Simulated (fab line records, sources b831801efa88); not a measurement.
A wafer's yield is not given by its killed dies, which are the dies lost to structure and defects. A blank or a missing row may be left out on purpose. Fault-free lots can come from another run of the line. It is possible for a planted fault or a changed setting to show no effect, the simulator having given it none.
The tool behind it: which one? | flow sky130 | 15 lots, 45 wafers sampled, at 4 steps of a route of 708

## WHAT THE GAUGES READ, wafer by wafer
SKY_VT_ADJUST_PCH_TW_MEAS_10.
lot  | measured     | on           | VT_ADJUST_PCH_TW
L867 | day 10 12:41 | filmMetro-03 | 141.8 141.7 142.1
L868 | day 10 17:55 | filmMetro-01 | 143.6 143.8 145.3
L869 | day 11 01:46 | filmMetro-02 | 144.3 143.0 143.4
L872 | day 11 20:08 | filmMetro-01 | 144.4 144.0 144.2
L873 | day 12 09:19 | filmMetro-02 | 143.6 144.4 144.0
L876 | day 12 23:29 | filmMetro-03 | 143.1 142.7 142.8
L877 | day 13 11:14 | filmMetro-03 | 141.3 142.4 142.6
L878 | day 13 19:20 | filmMetro-03 | 141.1 142.2 141.7
L880 | day 14 11:16 | filmMetro-02 | 144.0 144.4 142.8
L885 | day 16 00:39 | filmMetro-03 | 142.2 142.0 142.6
L886 | day 16 15:58 | filmMetro-03 | 142.5 142.7 142.3
L887 | day 17 00:56 | filmMetro-03 | 141.1 141.5 141.9
L888 | day 17 06:46 | filmMetro-01 | 143.8 143.7 144.2
L889 | day 17 08:10 | filmMetro-03 | 141.7 141.7 142.2
L890 | day 17 12:37 | filmMetro-03 | 141.1 141.1 142.2

SKY_SONOS_ONO_CD_MEAS_13 targets a cd of 410 nm.
lot  | measured     | on       | cdNm (nm)
L867 | day 12 17:04 | cdSem-01 | 408.6 408.3 409.3
L868 | day 12 23:40 | cdSem-01 | 410.2 412.0 409.6
L869 | day 13 12:29 | cdSem-01 | 412.5 411.4 409.4
L872 | day 14 02:28 | cdSem-02 | 409.4 407.9 406.0
L873 | day 14 17:54 | cdSem-02 | 412.6 413.4 412.6
L876 | day 15 09:40 | cdSem-02 | 407.6 408.0 407.4
L877 | day 15 22:47 | cdSem-01 | 415.6 414.0 414.2
L878 | day 16 06:16 | cdSem-02 | 405.4 409.5 410.0
L880 | day 17 00:57 | cdSem-01 | 411.4 411.6 412.4
L885 | day 18 18:58 | cdSem-02 | 410.3 412.0 408.5
L886 | day 19 06:57 | cdSem-02 | 409.1 409.2 408.2
L887 | day 19 17:24 | cdSem-02 | 414.1 413.1 413.3
L888 | day 20 00:20 | cdSem-02 | 408.2 409.2 408.5
L889 | day 20 02:50 | cdSem-02 | 413.1 413.0 412.9
L890 | day 20 06:40 | cdSem-01 | 409.0 408.2 410.8

## EACH LOT AND THE TOOL THAT RAN IT (in order: tool; ch and the chambers of the sampled wafers; start)
lot  | SKY_VT_ADJUST_HVTR_STRIP_10         | SKY_SONOS_ONO_OXIDATION_00
L867 | plasmaAsher-03 ch 0,1, day 9 14:58  | furnace-02 ch 0, day 11 12:32
L868 | plasmaAsher-04 ch 0,1, day 9 19:47  | furnace-02 ch 0, day 11 19:23
L869 | plasmaAsher-02 ch 0,1, day 10 03:02 | furnace-01 ch 0, day 12 04:36
L872 | plasmaAsher-02 ch 0,1, day 10 20:50 | furnace-02 ch 0, day 12 20:34
L873 | plasmaAsher-02 ch 0,1, day 11 08:34 | furnace-01 ch 0, day 13 11:44
L876 | plasmaAsher-02 ch 0,1, day 11 22:47 | furnace-02 ch 0, day 14 03:35
L877 | plasmaAsher-04 ch 1, day 12 10:10   | furnace-01 ch 0, day 14 14:37
L878 | plasmaAsher-03 ch 0,1, day 12 17:41 | furnace-01 ch 0, day 14 23:04
L880 | plasmaAsher-02 ch 0,1, day 13 09:59 | furnace-01 ch 0, day 15 15:25
L885 | plasmaAsher-03 ch 0,1, day 14 21:23 | furnace-01, day 17 07:37
L886 | plasmaAsher-02 ch 0,1, day 15 11:58 | furnace-01, day 17 21:10
L887 | plasmaAsher-02 ch 0,1, day 15 20:08 | furnace-02, day 18 06:26
L888 | plasmaAsher-02 ch 0,1, day 16 03:05 | furnace-02 ch 0, day 18 13:37
L889 | plasmaAsher-04 ch 0,1, day 16 04:47 | furnace-01 ch 0, day 18 15:05
L890 | plasmaAsher-03 ch 0, day 16 08:26   | furnace-01 ch 0, day 18 19:27
- SKY_VT_ADJUST_HVTR_STRIP_10: strips in O2/N2.
- SKY_SONOS_ONO_OXIDATION_00: stabilise 600 s, purge 300 s, target thk 2.6 nm.

## AS READ BY THE TOOLS THEMSELVES (means over the sampled wafers that have a number; for cases with no such wafer, the mark the record gives instead)
SKY_VT_ADJUST_HVTR_STRIP_10.
lot  | tool           | drypumpMotorCurrentA (A) | oesProductAu (a.u.) | stripTimeToEndpointS (s)
L867 | plasmaAsher-03 | 5.9                      | 0.716               | 14.19
L868 | plasmaAsher-04 | 6.1                      | 0.719               | 14.16
L869 | plasmaAsher-02 | 5.6                      | 0.718               | 14.29
L872 | plasmaAsher-02 | 5.4                      | 0.719               | 14.18
L873 | plasmaAsher-02 | 5.6                      | 0.719               | 14.19
L876 | plasmaAsher-02 | 5.4                      | 0.713               | 14.24
L877 | plasmaAsher-04 | 6.2                      | 0.721               | 14.13
L878 | plasmaAsher-03 | 6.0                      | 0.715               | 14.17
L880 | plasmaAsher-02 | 5.4                      | 0.716               | 14.13
L885 | plasmaAsher-03 | 5.9                      | 0.715               | 14.19
L886 | plasmaAsher-02 | 5.6                      | 0.713               | 14.28
L887 | plasmaAsher-02 | 5.4                      | 0.714               | 14.20
L888 | plasmaAsher-02 | 5.6                      | 0.716               | 14.20
L889 | plasmaAsher-04 | 6.1                      | 0.719               | 14.16
L890 | plasmaAsher-03 | 6.7                      | 0.716               | 14.20

SKY_SONOS_ONO_OXIDATION_00.
lot  | tool       | oxTempC (C) | oxTempCMax | spikeTcCentreC (C)
L867 | furnace-02 | 799.9       | 803.0      | 801.0
L868 | furnace-02 | 800.3       | 803.4      | 800.4
L869 | furnace-01 | 799.8       | 805.9      | 801.3
L872 | furnace-02 | 800.4       | 803.3      | 800.4
L873 | furnace-01 | 800.1       | 806.4      | 800.0
L876 | furnace-02 | 800.1       | 803.1      | 799.7
L877 | furnace-01 | 799.9       | 805.5      | 800.1
L878 | furnace-01 | 799.7       | 805.5      | 801.0
L880 | furnace-01 | 799.8       | 805.2      | 800.7
L885 | furnace-01 | -           | -          | -
L886 | furnace-01 | -           | -          | -
L887 | furnace-02 | -           | -          | -
L888 | furnace-02 | 800.0       | 803.0      | 800.5
L889 | furnace-01 | 800.0       | 805.3      | 799.5
L890 | furnace-01 | 800.0       | 805.9      | 800.2

## THE ANSWER, worked out from the rows above alone
Rule: the usual values come from the lots themselves. Put in order of their means at a reading, lots are off if they are a third of the lots or fewer, leave a main group of 4 or more, and stand apart from it by a gap of 3 or more times the standard deviation of the main group's means; of several such gaps the widest counts. A main group whose means are all the same, to the digits that the tables above print for the reading, isn't used. A lot without any number at a reading at which 4 lots or more have one is off too. Where the step has rows for the other lots, those lots are counted as sound. Order of review: gauges by route order, followed by the tools' own readings, for which a lot's mean as printed above is used. The first step at which some lot is off is used, and at that step the reading that is off furthest; a lot without a number counts as furthest.
Off: L885, L886, L887 (SKY_SONOS_ONO_OXIDATION_00, oxTempC). Without a number there: L885, L886, L887. Mean 800.0 C and standard deviation 0.2 in the main group.
A tool fits if, at that step or a process step before it, it ran every lot that is off, and no sound lot after the first of them. Of those tried, none fits.

## WHAT THE SIMULATOR PUT IN
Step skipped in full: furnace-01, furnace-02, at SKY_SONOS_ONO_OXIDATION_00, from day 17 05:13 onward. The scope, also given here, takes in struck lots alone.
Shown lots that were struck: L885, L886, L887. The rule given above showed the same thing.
